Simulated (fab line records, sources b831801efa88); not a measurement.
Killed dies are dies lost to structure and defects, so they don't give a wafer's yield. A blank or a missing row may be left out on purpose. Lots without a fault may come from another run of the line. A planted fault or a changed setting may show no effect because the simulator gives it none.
A struck lot beside a sound one | flow gf180mcu | 32 steps out of a route of 602
Sound: wafers L670.1, L670.4, L670.5. Struck: wafers L681.2, L681.4, L681.6. The cause comes at the end.
At each step with rows: each side's tool, then ch and its chambers, then its first start. Under that, the readings that differ: sound wafers | struck wafers | difference of the means | sigmas: that difference in standard deviations of wafers without a fault.
alike: readings whose means differ by less than 2 such deviations, and words and numbers that are the same on both sides. not compared: withheld readings, readings that some wafer has no value for, bounds like >300 that may hide the same value, and numbers for which the record gives no deviation and whose values overlap.
The two part at a step that has a row with sigmas, a row that says differs or no value, or rows on one side only. Numbers that don't overlap but have no deviation are shown without sigmas and don't part them. A reading that every wafer of one side lacks parts them only if that side has two wafers or more.

GF_SAB_ETCH_11: etches SiO2 in C4F8/O2/Ar, target depth 55 nm, time 8.5 s.
  sound on rie_diel-04 ch 0,3, day 16 12:06; struck on rie_diel-04 ch 0,2,3, day 20 14:14
  alike: oes_product_au
  not compared: rf_hours_counter_h
then, 6 steps without rows for these wafers: GF_SAB_WET_ETCH_12 (etches SiO2 in dHF, target depth 22 nm, time 440 s); GF_SAB_STRIP_13 (strips in O2/N2); GF_SALICIDE_CLEAN_00 (cleans in SC1/SC2, time 150 s); GF_SALICIDE_WET_ETCH_01 (etches SiO2 in dHF, target depth 5 nm, time 100 s); GF_SALICIDE_SPUTTER_02 (material Co, target thk 10 nm, time 20 s); GF_SALICIDE_SPUTTER_03 (material TiN, target thk 20 nm, time 16.7 s).
GF_SALICIDE_RS_MEAS_04: measures by four-point-probe.
  sound on film_metro-02, day 16 12:31; struck on film_metro-03, day 20 14:39
  reading                  | sound             | struck            | difference | sigmas
  SALICIDE_TIN_RS (ohm/sq) | 16.56 16.38 16.42 | 15.76 15.90 15.81 | -0.63      | -2
GF_SALICIDE_THK_MEAS_05: measures by xrf.
  sound on film_metro-02, day 16 12:38; struck on film_metro-03, day 20 14:46
  alike: SALICIDE_TIN_THK
then, 2 steps without rows for these wafers: GF_SALICIDE_RTA_06 (time 30 s); GF_SALICIDE_WET_ETCH_07 (etches the open film in SPM, target depth 120 nm).
GF_SALICIDE_RTA_08: time 30 s.
  sound on rtp_anneal-01 ch 0, day 16 12:58; struck on rtp_anneal-01 ch 0, day 20 15:02
  alike: lamp_power_pct, wafer_temp_C_max
GF_CONTACT_CVD_00: deposits SiO2, target thk 300 nm, time 50 s.
  sound on hdpcvd-01 ch 1,2, day 16 13:04; struck on hdpcvd-01 ch 0,2, day 20 15:07
  reading                                  | sound             | struck            | difference | sigmas
  sih4_flow_sccm (sccm)                    | 60.23 60.20 59.95 | 50.91 51.19 51.03 | -9.08      | -50
  model.SiO2_of_CONTACT_CVD_00.thk_nm (nm) | 303.4 301.4 301.2 | 262.3 261.3 254.1 | -42.8      |
GF_CONTACT_THK_MEAS_01:
  sound on film_metro-04, day 16 13:08; struck on film_metro-04, day 20 15:10
  reading                 | sound       | struck      | difference | sigmas
  CONTACT_CVD_00_THK (nm) | 303 301 301 | 262 261 254 | -43        | -13
GF_CONTACT_CVD_02: deposits SiO2 from TEOS, target thk 860 nm, time 95.992 s.
  sound on pecvd-04 ch 0,1,2, day 16 13:12; struck on pecvd-01 ch 0,1, day 20 15:13
  alike: heater_power_w
GF_CONTACT_THK_MEAS_03:
  sound on film_metro-03, day 16 13:16; struck on film_metro-03, day 20 15:18
  alike: CONTACT_CVD_02_THK
GF_CONTACT_CMP_04: polishes SiO2.
  sound on cmp-01 ch 0,1, day 16 13:20; struck on cmp-01 ch 2,3, day 20 15:21
  alike: head_pressure_psi, motor_current_A
GF_CONTACT_BOW_MEAS_05:
  sound on film_metro-01, day 16 13:38; struck on film_metro-04, day 20 15:40
  alike: CONTACT_BOW
then, 8 steps without rows for these wafers: GF_CONTACT_DEHYDRATE_06 (time 60 s); GF_CONTACT_HMDS_07 (prime time 60 s); GF_CONTACT_COAT_08; GF_CONTACT_COAT_09 (resist thk 1000 nm); GF_CONTACT_SOFTBAKE_10 (time 60 s); GF_CONTACT_EXPOSE_11 (exposes mask Contact, target cd 220 nm); GF_CONTACT_PEB_12 (peb time 90 s); GF_CONTACT_DEVELOP_13 (develop time 60 s).
GF_CONTACT_CD_MEAS_14: target cd 220 nm.
  sound on cd_sem-02, day 17 12:34; struck on cd_sem-02, day 21 15:31
  alike: cd_nm
GF_CONTACT_OVL_MEAS_15:
  sound on overlay-02, day 17 12:41; struck on overlay-01, day 21 15:37
  alike: CONTACT_OVL
GF_CONTACT_ETCH_16: etches BARC in N2/H2.
  sound on rie_diel-04 ch 0,1, day 17 12:43; struck on rie_diel-03 ch 1,2,3, day 21 15:38
  alike: drypump_motor_current_A, oes_product_au, throttle_valve_pct
GF_CONTACT_ETCH_17: etches SiO2 in C4F8/O2/Ar, stops on CoSi2, target depth 860 nm.
  sound on rie_diel-04 ch 0,1; struck on rie_diel-03 ch 1,2,3
  reading                             | sound             | struck            | difference | sigmas
  oes_product_au (a.u.)               | 0.816 0.816 0.818 | 0.788 0.794 0.788 | -0.027     | -6
  model.CONTACT.feature_depth_nm (nm) | 864.3 862.7 862.2 | 821 821.5 814.8   | -44        |
  model.etch.depth_nm (nm)            | 864.3 862.7 862.2 | 821 821.5 814.8   | -44        |
then, 1 step without rows for these wafers: GF_CONTACT_STRIP_18 (strips in O2/N2).
GF_PASSIVATION_PROBE_99:
  the record has rows for the sound wafers here (prober-02, day 30 08:30) and none for the struck ones

WHERE THEY PART
First at GF_SALICIDE_RS_MEAS_04; last, within this record, at GF_PASSIVATION_PROBE_99.

WHY: what the simulator had put in
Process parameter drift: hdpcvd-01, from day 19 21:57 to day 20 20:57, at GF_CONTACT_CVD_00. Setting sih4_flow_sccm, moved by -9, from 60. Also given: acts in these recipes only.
